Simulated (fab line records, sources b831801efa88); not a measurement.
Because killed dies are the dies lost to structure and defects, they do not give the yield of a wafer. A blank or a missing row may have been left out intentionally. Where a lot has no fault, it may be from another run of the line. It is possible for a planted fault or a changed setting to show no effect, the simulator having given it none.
fab line records ; flow sky130 ; part 1 of 2: steps 1 to 20 of 28
record lots=5; wafers=15; lastDay=49
route steps=708 shown VIA4@651 METAL5@661
lots that met no fault: from a run of the same line without faults
startH: the number of hours between the record's first day and the start of the first shown wafer of the lot ; waitH: how many hours have passed since the lot's step before this one ; " as in the row above ; L1.1+2: a single row standing in for several wafers ; - no value, or no start given ; * or withheld: withheld ; < > ~ a bound
route shown NAME@n: names a module that has steps shown in the file, with the first one's number in the route ; usual: mean/standard deviation taken from wafers without a fault ; same: alike in all rows ; chamber/n: place in a boat ; sites: readings site by site ; _std_site: the values' standard deviation ; _edge_site: inner sites' mean taken away from outer sites' mean ; radiusMm: how far each site lies from the wafer's centre ; mask NAME#n: copy n ; behind: the last tool/chamber to shape the wafer ; hold: the reason the lot was held/the length of the hold in hours/how it ended ; device: the transistor (n, p or np) that didn't switch ; end of line: tests run on the same wafers once the route is complete ; a step without rows: its recipe alone ; killed: the dies lost at the first sort to structure and to defects; this is not the yield of the wafer ; map: a wafer's dies, marking killed ones x, the rest . and places with no die _
set.NAME: the run value of the setting; set.NAME@STEP: its run value at that earlier step ; model.NAME: the simulator's own value behind a step, which no gauge read
lots seen at some steps along the route; tables by step, rows by wafer
services: the hour from which a tool's chamber was out of use, counted from the record's first day as startH (under 0 if before that day), plus the number of hours and why
## steps
# step SKY_VIA4_ETCH_12
# recipe target=SiO2; chemistry=C4F8/O2/Ar; stopOn=TiN; maskMaterial=NOVOLAK; sourceW=1500; biasW=1200; pressureMtorr=40; c4f8FlowSccm=withheld; O2_flow_sccm=6; Ar_flow_sccm=300; timeS=withheld; targetDepthA=5800
# usual biasW=1200/3.7; oesProductAu=0.925/0.0048
lot.wafer;tool;chamber;startH;waitH;biasW;oesProductAu
L080.1;rieDiel-02;3;1056.57;0.0;1199;0.926
L080.3;rieDiel-02;0;1056.57;0.0;1206;0.920
L080.6;rieDiel-02;3;1056.57;0.0;1199;0.915
L081.4;rieDiel-02;0;1061.01;0.0;1191;0.925
L081.5;rieDiel-02;1;1061.01;0.0;1197;0.922
L081.6;rieDiel-02;3;1061.01;0.0;1197;0.923
L086.2;rieDiel-04;1;1086.17;0.0;1199;0.933
L086.3;rieDiel-04;3;1086.17;0.0;1195;0.926
L086.6;rieDiel-04;2;1086.17;0.0;1200;0.922
L087.1;rieDiel-02;1;1086.89;0.0;1205;0.926
L087.3;rieDiel-02;2;1086.89;0.0;1197;0.928
L087.5;rieDiel-02;3;1086.89;0.0;1206;0.926
L091.1;rieDiel-02;3;1116.67;0.0;1199;0.919
L091.4;rieDiel-02;1;1116.67;0.0;1196;0.931
L091.5;rieDiel-02;0;1116.67;0.0;1196;0.927
# step SKY_VIA4_STRIP_13
# recipe chemistry=O2/N2; powerW=1400; pressureMtorr=1500; platenTempC=withheld; o2FlowSccm=3000; n2FlowSccm=300; overashFraction=0.5
# usual drypumpMotorCurrentA=5.90/0.16; oesProductAu=0.709/0.0044; stripTimeToEndpointS=12.808/0.029
lot.wafer;tool;chamber;startH;waitH;drypumpMotorCurrentA;oesProductAu;rfHoursCounterH;stripTimeToEndpointS
L080.1;plasmaAsher-02;1;1056.64;-;5.71;0.710;93;12.809
L080.3;plasmaAsher-02;0;1056.64;-;5.84;0.708;-;12.814
L080.6;plasmaAsher-02;0;1056.64;-;5.82;0.712;-;12.804
L081.4;plasmaAsher-01;1;1061.08;-;6.22;0.713;-;12.772
L081.5;plasmaAsher-01;1;1061.08;-;6.22;0.712;-;12.804
L081.6;plasmaAsher-01;0;1061.08;-;5.92;0.710;-;12.798
L086.2;plasmaAsher-04;1;1086.25;-;6.11;0.707;2;12.770
L086.3;plasmaAsher-04;0;1086.25;-;5.77;0.704;-;12.814
L086.6;plasmaAsher-04;1;1086.25;-;6.07;0.709;-;12.767
L087.1;plasmaAsher-04;0;1086.96;-;5.74;0.705;2;12.899
L087.3;plasmaAsher-04;0;1086.96;-;5.74;0.713;-;12.800
L087.5;plasmaAsher-04;1;1086.96;-;6.09;0.705;-;12.856
L091.1;plasmaAsher-02;0;1116.75;-;5.87;0.707;99;12.877
L091.4;plasmaAsher-02;1;1116.75;-;5.73;0.704;-;12.862
L091.5;plasmaAsher-02;0;1116.75;-;5.87;0.710;-;12.835
# step SKY_VIA4_STRIP_14
# recipe chemistry=postEtchResidueRemover; timeS=1200; tempC=72.5
# usual bathGuardTempC=72.2/0.53; bathHeatDutyPct=14.8/1.3
lot.wafer;tool;chamber;startH;waitH;bathGuardTempC;bathHeatDutyPct
L080.1;wetBench-03;3;1056.74;0.1;72.4;13.7
L080.3;wetBench-03;3;1056.74;0.1;72.1;13.7
L080.6;wetBench-03;3;1056.74;0.1;72.7;13.6
L081.4;wetBench-03;2;1061.15;0.0;71.7;14.2
L081.5;wetBench-03;2;1061.15;0.0;71.8;14.4
L081.6;wetBench-03;2;1061.15;0.0;72.1;14.0
L086.2;wetBench-02;2;1086.35;0.1;73.0;13.6
L086.3;wetBench-02;2;1086.35;0.1;72.6;12.5
L086.6;wetBench-02;2;1086.35;0.1;72.5;13.4
L087.1;wetBench-02;0;1087.06;0.1;71.5;13.8
L087.3;wetBench-02;0;1087.06;0.1;71.5;13.8
L087.5;wetBench-02;0;1087.06;0.1;71.6;14.0
L091.1;wetBench-01;3;1116.85;0.1;72.9;15.5
L091.4;wetBench-01;3;1116.85;0.1;72.9;17.0
L091.5;wetBench-01;3;1116.85;0.1;73.2;14.7
# step SKY_VIA4_CLEAN_15
# recipe chemistry=IPA; timeS=180; tempC=25
# usual bathHeatDutyPct=6.4/0.74
lot.wafer;tool;chamber;startH;waitH;bathHeatDutyPct
L080.1;wetBench-01;2;1057.09;0.0;6.0
L080.3;wetBench-01;2;1057.09;0.0;6.8
L080.6;wetBench-01;2;1057.09;0.0;6.6
L081.4;wetBench-02;0;1061.49;0.0;5.4
L081.5;wetBench-02;0;1061.49;0.0;6.1
L081.6;wetBench-02;0;1061.49;0.0;7.0
L086.2;wetBench-01;1;1086.69;0.0;8.6
L086.3;wetBench-01;1;1086.69;0.0;8.1
L086.6;wetBench-01;1;1086.69;0.0;7.2
L087.1;wetBench-03;1;1087.40;0.0;5.6
L087.3;wetBench-03;1;1087.40;0.0;6.5
L087.5;wetBench-03;1;1087.40;0.0;5.2
L091.1;wetBench-03;0;1117.19;0.0;6.5
L091.4;wetBench-03;0;1117.19;0.0;5.6
L091.5;wetBench-03;0;1117.19;0.0;5.3
# step SKY_VIA4_CLEAN_16
# recipe chemistry=O3/DIW; dry=n2Spin
lot.wafer;tool;chamber;startH;waitH
L080.1+3+6;wetBench-02;0;1057.15;0.0
L081.4+5+6;wetBench-03;3;1061.55;0.0
L086.2+3+6;wetBench-02;2;1086.75;0.0
L087.1+3+5;wetBench-01;0;1087.46;0.0
L091.1+4+5;wetBench-01;0;1117.25;0.0
# step SKY_VIA4_SPUTTER_17
# recipe material=TiN; targetThkNm=20; chamberPressurePa=5; powerW=4000; timeS=80
# usual cathodeDcPowerW=3999.9/0.82; chamberPressurePa=5.002/0.0093; throttleValvePct=30.0/1.5
lot.wafer;tool;chamber;startH;waitH;cathodeDcPowerW;chamberPressurePa;throttleValvePct
L080.1;pvdSputter-02;-;1057.25;0.0;3999.8;5.015;30.1
L080.3;pvdSputter-02;-;1057.25;0.0;4001.7;4.996;31.5
L080.6;pvdSputter-02;-;1057.25;0.0;3999.8;5.004;30.2
L081.4;pvdSputter-02;-;1061.65;0.0;3999.6;4.998;31.4
L081.5;pvdSputter-02;-;1061.65;0.0;4000.2;4.995;31.4
L081.6;pvdSputter-02;-;1061.65;0.0;3999.7;5.001;30.2
L086.2;pvdSputter-02;-;1086.84;0.0;3998.6;4.999;31.2
L086.3;pvdSputter-02;-;1086.84;0.0;4000.5;4.998;30.1
L086.6;pvdSputter-02;-;1086.84;0.0;4000.0;4.976;28.0
L087.1;pvdSputter-04;-;1087.55;0.0;4000.3;5.015;26.8
L087.3;pvdSputter-04;-;1087.55;0.0;3998.4;4.992;30.8
L087.5;pvdSputter-04;-;1087.55;0.0;3999.1;4.986;32.2
L091.1;pvdSputter-04;-;1117.34;0.0;4000.7;4.994;31.9
L091.4;pvdSputter-04;-;1117.34;0.0;4000.0;5.009;30.4
L091.5;pvdSputter-04;-;1117.34;0.0;3998.6;5.000;32.1
# step SKY_VIA4_CVD_18
# recipe material=W; targetThkNm=505; timeS=152.14; tempC=400; pressureTorr=40
# usual heaterPowerW=907/120
lot.wafer;tool;chamber;startH;waitH;heaterPowerW;sinceWetCleanH
L080.1;cvdW-02;1;1057.31;0.0;1045;653
L080.3;cvdW-02;0;1057.31;0.0;847;-
L080.6;cvdW-02;0;1057.31;0.0;863;-
L081.4;cvdW-01;0;1061.76;0.1;777;-
L081.5;cvdW-01;1;1061.76;0.1;981;-
L081.6;cvdW-01;0;1061.76;0.1;770;-
L086.2;cvdW-02;0;1086.90;0.0;833;683
L086.3;cvdW-02;0;1086.90;0.0;850;-
L086.6;cvdW-02;0;1086.90;0.0;821;-
L087.1;cvdW-01;0;1087.61;0.0;767;170
L087.3;cvdW-01;1;1087.61;0.0;993;-
L087.5;cvdW-01;1;1087.61;0.0;989;-
L091.1;cvdW-02;1;1117.40;0.0;1034;713
L091.4;cvdW-02;1;1117.40;0.0;1049;-
L091.5;cvdW-02;1;1117.40;0.0;1034;-
# step SKY_VIA4_RS_MEAS_19
# recipe thkMeasGauge=four-point-probe; reads=W_of_VIA4_CVD_18+TiN_of_VIA4_SPUTTER_17
# usual VIA4_W_RS=0.225/0.0032
lot.wafer;tool;chamber;startH;waitH;VIA4_W_RS[ohm/sq]
L080.1;filmMetro-02;-;1057.46;0.1;0.225
L080.3;filmMetro-02;-;1057.46;0.1;0.227
L080.6;filmMetro-02;-;1057.46;0.1;0.227
L081.4;filmMetro-02;-;1061.92;0.1;0.226
L081.5;filmMetro-02;-;1061.92;0.1;0.223
L081.6;filmMetro-02;-;1061.92;0.1;0.225
L086.2;filmMetro-01;-;1087.07;0.1;0.225
L086.3;filmMetro-01;-;1087.07;0.1;0.228
L086.6;filmMetro-01;-;1087.07;0.1;0.227
L087.1;filmMetro-04;-;1087.76;0.1;0.226
L087.3;filmMetro-04;-;1087.76;0.1;0.221
L087.5;filmMetro-04;-;1087.76;0.1;0.222
L091.1;filmMetro-01;-;1117.55;0.1;0.225
L091.4;filmMetro-01;-;1117.55;0.1;0.222
L091.5;filmMetro-01;-;1117.55;0.1;0.223
# step SKY_VIA4_THK_MEAS_20
# recipe thkMeasGauge=xrf; reads=W_of_VIA4_CVD_18
# usual VIA4_W_THK=515/8.3
lot.wafer;tool;chamber;startH;waitH;VIA4_W_THK[nm]
L080.1;filmMetro-02;-;1057.58;0.1;512
L080.3;filmMetro-02;-;1057.58;0.1;508
L080.6;filmMetro-02;-;1057.58;0.1;511
L081.4;filmMetro-02;-;1062.01;0.1;510
L081.5;filmMetro-02;-;1062.01;0.1;517
L081.6;filmMetro-02;-;1062.01;0.1;510
L086.2;filmMetro-01;-;1087.18;0.1;517
L086.3;filmMetro-01;-;1087.18;0.1;506
L086.6;filmMetro-01;-;1087.18;0.1;509
L087.1;filmMetro-04;-;1087.88;0.1;514
L087.3;filmMetro-04;-;1087.88;0.1;527
L087.5;filmMetro-04;-;1087.88;0.1;524
L091.1;filmMetro-01;-;1117.67;0.1;516
L091.4;filmMetro-01;-;1117.67;0.1;519
L091.5;filmMetro-01;-;1117.67;0.1;517
# step SKY_VIA4_CMP_21
# recipe stopOn=SiO2; tOverpolishS=25; downForcePsi=3.5; platenRpm=60; targetThkNm=0; padVelocityMS=0.94248
# usual motorCurrentA=11.5/2.1; overpolishRunS=25.000/0.0098; slurryFilterDpKPa=13.50/0.16; timeToEndpointS=121/5
lot.wafer;tool;chamber;startH;waitH;motorCurrentA;overpolishRunS;slurryFilterDpKPa;timeToEndpointS
L080.3;cmp-01;1;1057.64;0.0;9.9;25.004;13.64;116
L080.1;cmp-01;2;1057.64;0.0;15.2;25.004;13.64;123
L080.6;cmp-01;1;1057.64;0.0;10.0;25.007;13.78;117
L081.4;cmp-01;3;1062.19;0.2;11.1;25.018;13.77;129
L081.6;cmp-01;0;1062.19;0.2;9.7;24.995;13.49;122
L081.5;cmp-01;1;1062.19;0.2;9.8;24.999;13.54;117
L086.2;cmp-01;2;1087.28;0.1;16.0;24.998;13.45;122
L086.3;cmp-01;0;1087.28;0.1;9.3;25.002;13.61;118
L086.6;cmp-01;2;1087.28;0.1;15.9;24.996;13.15;121
L087.1;cmp-01;0;1088.48;0.6;9.6;24.984;13.61;123
L087.3;cmp-01;1;1088.48;0.6;10.2;25.010;13.32;121
L087.5;cmp-01;0;1088.48;0.6;9.6;25.015;13.74;126
L091.1;cmp-02;1;1117.83;0.1;12.9;25.012;13.57;114
L091.4;cmp-02;2;1117.83;0.1;9.9;24.989;13.43;129
L091.5;cmp-02;3;1117.83;0.1;13.4;25.011;13.34;118
# step SKY_METAL5_SPUTTER_00
# recipe material=Ti; targetThkNm=15; powerW=3000; timeS=10; chamberPressurePa=0.4
# usual cathodeDcPowerW=3000.0/0.62; chamberPressurePa=0.4000/0.00077; throttleValvePct=29.8/1.1
lot.wafer;tool;chamber;startH;waitH;cathodeDcPowerW;chamberPressurePa;throttleValvePct
L080.1;pvdSputter-03;-;1057.94;0.2;3000.1;0.4003;29.5
L080.3;pvdSputter-03;-;1057.94;0.2;2998.2;0.3999;30.6
L080.6;pvdSputter-03;-;1057.94;0.2;3000.2;0.4000;31.1
L081.4;pvdSputter-02;-;1062.34;0.1;3000.6;0.3998;30.3
L081.5;pvdSputter-02;-;1062.34;0.1;2999.4;0.4001;30.2
L081.6;pvdSputter-02;-;1062.34;0.1;3000.7;0.4006;31.5
L086.2;pvdSputter-01;-;1087.53;0.2;3000.7;0.3999;28.5
L086.3;pvdSputter-01;-;1087.53;0.2;3000.4;0.4011;31.0
L086.6;pvdSputter-01;-;1087.53;0.2;2999.3;0.4015;30.8
L087.1;pvdSputter-02;-;1088.73;0.2;3000.3;0.3991;31.5
L087.3;pvdSputter-02;-;1088.73;0.2;3000.1;0.4006;30.0
L087.5;pvdSputter-02;-;1088.73;0.2;3000.5;0.3990;30.3
L091.1;pvdSputter-02;-;1118.03;0.1;2998.6;0.4002;27.8
L091.4;pvdSputter-02;-;1118.03;0.1;3001.0;0.4009;30.0
L091.5;pvdSputter-02;-;1118.03;0.1;3000.1;0.3997;27.7
# step SKY_METAL5_SPUTTER_01
# recipe material=TiN; targetThkNm=20; powerW=6500; timeS=16.7; chamberPressurePa=0.4
# usual cathodeDcPowerW=6500.2/1.2; chamberPressurePa=0.3999/0.00086; throttleValvePct=29.8/1.1
lot.wafer;tool;chamber;startH;waitH;cathodeDcPowerW;chamberPressurePa;throttleValvePct
L080.1;pvdSputter-03;-;1057.97;0.0;6497.7;0.4005;29.8
L080.3;pvdSputter-03;-;1057.97;0.0;6499.5;0.4001;31.0
L080.6;pvdSputter-03;-;1057.97;0.0;6500.1;0.3997;31.1
L081.4;pvdSputter-02;-;1062.36;0.0;6498.9;0.3999;30.0
L081.5;pvdSputter-02;-;1062.36;0.0;6500.4;0.3981;29.9
L081.6;pvdSputter-02;-;1062.36;0.0;6500.6;0.3993;31.4
L086.2;pvdSputter-01;-;1087.55;0.0;6502.8;0.3984;28.6
L086.3;pvdSputter-01;-;1087.55;0.0;6498.6;0.3997;30.8
L086.6;pvdSputter-01;-;1087.55;0.0;6500.9;0.4010;30.9
L087.1;pvdSputter-02;-;1088.75;0.0;6499.7;0.4011;31.7
L087.3;pvdSputter-02;-;1088.75;0.0;6502.7;0.3987;29.8
L087.5;pvdSputter-02;-;1088.75;0.0;6500.4;0.3988;30.1
L091.1;pvdSputter-02;-;1118.05;0.0;6500.6;0.4003;27.5
L091.4;pvdSputter-02;-;1118.05;0.0;6500.8;0.3996;29.9
L091.5;pvdSputter-02;-;1118.05;0.0;6499.3;0.4004;28.2
# step SKY_METAL5_SPUTTER_02
# recipe material=AlCu; targetThkNm=1150; powerW=10600; timeS=61.2; chamberPressurePa=0.4
# usual cathodeDcPowerW=10600/1.8; chamberPressurePa=0.4001/0.00088; throttleValvePct=29.8/1.1
lot.wafer;tool;chamber;startH;waitH;cathodeDcPowerW;chamberPressurePa;throttleValvePct
L080.1;pvdSputter-03;-;1057.99;0.0;10600;0.3996;29.7
L080.3;pvdSputter-03;-;1057.99;0.0;10598;0.4014;31.1
L080.6;pvdSputter-03;-;1057.99;0.0;10599;0.4015;31.2
L081.4;pvdSputter-02;-;1062.39;0.0;10603;0.3983;30.1
L081.5;pvdSputter-02;-;1062.39;0.0;10598;0.3997;30.0
L081.6;pvdSputter-02;-;1062.39;0.0;10602;0.3991;31.1
L086.2;pvdSputter-01;-;1087.58;0.0;10601;0.3991;28.4
L086.3;pvdSputter-01;-;1087.58;0.0;10596;0.4006;30.7
L086.6;pvdSputter-01;-;1087.58;0.0;10600;0.4005;30.5
L087.1;pvdSputter-02;-;1088.78;0.0;10604;0.4014;31.4
L087.3;pvdSputter-02;-;1088.78;0.0;10599;0.4011;30.0
L087.5;pvdSputter-02;-;1088.78;0.0;10601;0.4012;30.3
L091.1;pvdSputter-02;-;1118.08;0.0;10602;0.3996;27.7
L091.4;pvdSputter-02;-;1118.08;0.0;10601;0.4007;29.9
L091.5;pvdSputter-02;-;1118.08;0.0;10600;0.3986;27.6
# step SKY_METAL5_SPUTTER_03
# recipe material=Ti; targetThkNm=5; powerW=3000; timeS=3.3; chamberPressurePa=0.4
# usual cathodeDcPowerW=3000.1/0.56; chamberPressurePa=0.4000/0.00085; throttleValvePct=29.8/1.1
lot.wafer;tool;chamber;startH;waitH;cathodeDcPowerW;chamberPressurePa;throttleValvePct
L080.1;pvdSputter-03;-;1058.04;0.0;2999.2;0.4000;29.8
L080.3;pvdSputter-03;-;1058.04;0.0;3000.0;0.3992;30.9
L080.6;pvdSputter-03;-;1058.04;0.0;3000.0;0.4003;30.9
L081.4;pvdSputter-02;-;1062.44;0.0;2999.9;0.3998;30.1
L081.5;pvdSputter-02;-;1062.44;0.0;2999.0;0.4003;30.1
L081.6;pvdSputter-02;-;1062.44;0.0;3000.0;0.3996;31.7
L086.2;pvdSputter-01;-;1087.63;0.0;2999.6;0.4006;28.6
L086.3;pvdSputter-01;-;1087.63;0.0;2999.4;0.3988;30.7
L086.6;pvdSputter-01;-;1087.63;0.0;2999.9;0.3992;30.7
L087.1;pvdSputter-02;-;1088.83;0.0;3000.6;0.4018;31.6
L087.3;pvdSputter-02;-;1088.83;0.0;3000.2;0.3994;29.9
L087.5;pvdSputter-02;-;1088.83;0.0;3001.6;0.4005;30.1
L091.1;pvdSputter-02;-;1118.13;0.0;2999.4;0.4017;27.8
L091.4;pvdSputter-02;-;1118.13;0.0;2999.7;0.4010;30.1
L091.5;pvdSputter-02;-;1118.13;0.0;2999.1;0.4015;27.9
# step SKY_METAL5_SPUTTER_04
# recipe material=TiN; targetThkNm=70; powerW=6500; timeS=58.3; chamberPressurePa=0.4
# usual cathodeDcPowerW=6500.1/1.1; chamberPressurePa=0.4000/0.00076; throttleValvePct=29.8/1.1
lot.wafer;tool;chamber;startH;waitH;cathodeDcPowerW;chamberPressurePa;throttleValvePct
L080.1;pvdSputter-03;-;1058.06;0.0;6499.8;0.4003;29.5
L080.3;pvdSputter-03;-;1058.06;0.0;6499.4;0.3994;30.9
L080.6;pvdSputter-03;-;1058.06;0.0;6499.9;0.4005;31.2
L081.4;pvdSputter-02;-;1062.46;0.0;6500.3;0.3999;29.9
L081.5;pvdSputter-02;-;1062.46;0.0;6500.9;0.3992;30.2
L081.6;pvdSputter-02;-;1062.46;0.0;6499.4;0.4004;31.9
L086.2;pvdSputter-01;-;1087.65;0.0;6499.1;0.4007;28.4
L086.3;pvdSputter-01;-;1087.65;0.0;6500.6;0.4003;30.8
L086.6;pvdSputter-01;-;1087.65;0.0;6499.9;0.4007;30.6
L087.1;pvdSputter-02;-;1088.85;0.0;6498.7;0.4002;31.8
L087.3;pvdSputter-02;-;1088.85;0.0;6500.0;0.4001;30.2
L087.5;pvdSputter-02;-;1088.85;0.0;6500.0;0.4009;30.3
L091.1;pvdSputter-02;-;1118.15;0.0;6499.0;0.3998;27.7
L091.4;pvdSputter-02;-;1118.15;0.0;6501.0;0.3999;30.1
L091.5;pvdSputter-02;-;1118.15;0.0;6500.2;0.3992;28.0
# step SKY_METAL5_RS_MEAS_05
# recipe thkMeasGauge=four-point-probe; reads=TiN_of_METAL5_SPUTTER_04+Ti_of_METAL5_SPUTTER_03+AlCu_of_METAL5_SPUTTER_02+TiN_of_METAL5_SPUTTER_01+Ti_of_METAL5_SPUTTER_00
# usual METAL5_ALCU_RS=0.0269/0.00033
lot.wafer;tool;chamber;startH;waitH;METAL5_ALCU_RS[ohm/sq]
L080.1;filmMetro-02;-;1058.11;0.0;0.0270
L080.3;filmMetro-02;-;1058.11;0.0;0.0268
L080.6;filmMetro-02;-;1058.11;0.0;0.0268
L081.4;filmMetro-03;-;1062.57;0.1;0.0271
L081.5;filmMetro-03;-;1062.57;0.1;0.0265
L081.6;filmMetro-03;-;1062.57;0.1;0.0269
L086.2;filmMetro-02;-;1087.72;0.0;0.0270
L086.3;filmMetro-02;-;1087.72;0.0;0.0270
L086.6;filmMetro-02;-;1087.72;0.0;0.0267
L087.1;filmMetro-04;-;1088.90;0.0;0.0273
L087.3;filmMetro-04;-;1088.90;0.0;0.0269
L087.5;filmMetro-04;-;1088.90;0.0;0.0268
L091.1;filmMetro-04;-;1118.20;0.0;0.0274
L091.4;filmMetro-04;-;1118.20;0.0;0.0274
L091.5;filmMetro-04;-;1118.20;0.0;0.0275
# step SKY_METAL5_THK_MEAS_06
# recipe thkMeasGauge=xrf; reads=AlCu_of_METAL5_SPUTTER_02
# usual METAL5_ALCU_THK=1151/16
lot.wafer;tool;chamber;startH;waitH;METAL5_ALCU_THK[nm]
L080.1;filmMetro-02;-;1058.23;0.1;1155
L080.3;filmMetro-02;-;1058.23;0.1;1163
L080.6;filmMetro-02;-;1058.23;0.1;1162
L081.4;filmMetro-03;-;1062.66;0.1;1145
L081.5;filmMetro-03;-;1062.66;0.1;1177
L081.6;filmMetro-03;-;1062.66;0.1;1159
L086.2;filmMetro-02;-;1087.83;0.1;1151
L086.3;filmMetro-02;-;1087.83;0.1;1142
L086.6;filmMetro-02;-;1087.83;0.1;1153
L087.1;filmMetro-04;-;1089.02;0.1;1138
L087.3;filmMetro-04;-;1089.02;0.1;1147
L087.5;filmMetro-04;-;1089.02;0.1;1154
L091.1;filmMetro-04;-;1118.32;0.1;1118
L091.4;filmMetro-04;-;1118.32;0.1;1121
L091.5;filmMetro-04;-;1118.32;0.1;1123
# step SKY_METAL5_DEHYDRATE_07
# recipe tempC=200; timeS=60
# usual exhaustPa=45.0/0.88; plateTempC=199.99/0.18
lot.wafer;tool;chamber;startH;waitH;exhaustPa;plateTempC
L080.1;lithoTrack-02;0;1068.39;10.1;45.4;200.19
L080.3;lithoTrack-02;0;1068.39;10.1;45.5;199.87
L080.6;lithoTrack-02;0;1068.39;10.1;44.5;200.02
L081.4;lithoTrack-04;0;1072.93;10.3;44.4;200.27
L081.5;lithoTrack-04;0;1072.93;10.3;44.7;200.17
L081.6;lithoTrack-04;0;1072.93;10.3;44.2;199.96
L086.2;lithoTrack-02;0;1097.36;9.5;44.2;200.18
L086.3;lithoTrack-02;0;1097.36;9.5;44.7;199.79
L086.6;lithoTrack-02;0;1097.36;9.5;46.2;200.16
L087.1;lithoTrack-02;0;1098.54;9.5;44.6;199.89
L087.3;lithoTrack-02;0;1098.54;9.5;44.7;199.81
L087.5;lithoTrack-02;0;1098.54;9.5;45.7;200.06
L091.1;lithoTrack-03;0;1127.45;9.1;45.2;200.01
L091.4;lithoTrack-03;0;1127.45;9.1;46.6;199.96
L091.5;lithoTrack-03;0;1127.45;9.1;44.2;200.18
# step SKY_METAL5_HMDS_08
# recipe primeTimeS=60; primeTempC=120
# usual exhaustPa=45.1/0.83; primeTempC=119.98/0.14
lot.wafer;tool;chamber;startH;waitH;exhaustPa;primeTempC
L080.1;lithoTrack-02;0;1068.54;0.1;45.9;120.08
L080.3;lithoTrack-02;0;1068.54;0.1;45.1;119.99
L080.6;lithoTrack-02;0;1068.54;0.1;44.5;119.99
L081.4;lithoTrack-04;0;1073.08;0.1;45.1;119.86
L081.5;lithoTrack-04;0;1073.08;0.1;45.2;119.98
L081.6;lithoTrack-04;0;1073.08;0.1;45.2;120.05
L086.2;lithoTrack-02;0;1097.51;0.1;45.8;119.83
L086.3;lithoTrack-02;0;1097.51;0.1;47.8;119.97
L086.6;lithoTrack-02;0;1097.51;0.1;46.3;119.71
L087.1;lithoTrack-02;0;1098.69;0.1;44.9;120.10
L087.3;lithoTrack-02;0;1098.69;0.1;44.4;119.79
L087.5;lithoTrack-02;0;1098.69;0.1;44.3;120.12
L091.1;lithoTrack-03;0;1127.60;0.1;43.3;120.01
L091.4;lithoTrack-03;0;1127.60;0.1;44.9;120.01
L091.5;lithoTrack-03;0;1127.60;0.1;45.6;119.87
# step SKY_METAL5_COAT_09
# recipe resist=NOVOLAK; spinRpm=3000; resistThkNm=1800
# usual dispensePressureKPa=51/4.8; exhaustPa=44.9/0.89
lot.wafer;tool;chamber;startH;waitH;dispensePressureKPa;exhaustPa
L080.1;lithoTrack-02;0;1068.69;0.1;55;45.6
L080.3;lithoTrack-02;0;1068.69;0.1;55;46.0
L080.6;lithoTrack-02;0;1068.69;0.1;55;46.0
L081.4;lithoTrack-04;0;1073.23;0.1;54;46.0
L081.5;lithoTrack-04;0;1073.23;0.1;54;46.0
L081.6;lithoTrack-04;0;1073.23;0.1;54;45.1
L086.2;lithoTrack-02;0;1097.66;0.1;55;46.7
L086.3;lithoTrack-02;0;1097.66;0.1;55;46.6
L086.6;lithoTrack-02;0;1097.66;0.1;55;45.3
L087.1;lithoTrack-02;0;1098.84;0.1;55;44.3
L087.3;lithoTrack-02;0;1098.84;0.1;55;45.3
L087.5;lithoTrack-02;0;1098.84;0.1;55;43.6
L091.1;lithoTrack-03;0;1127.75;0.1;44;45.9
L091.4;lithoTrack-03;0;1127.75;0.1;44;47.7
L091.5;lithoTrack-03;0;1127.75;0.1;44;45.3
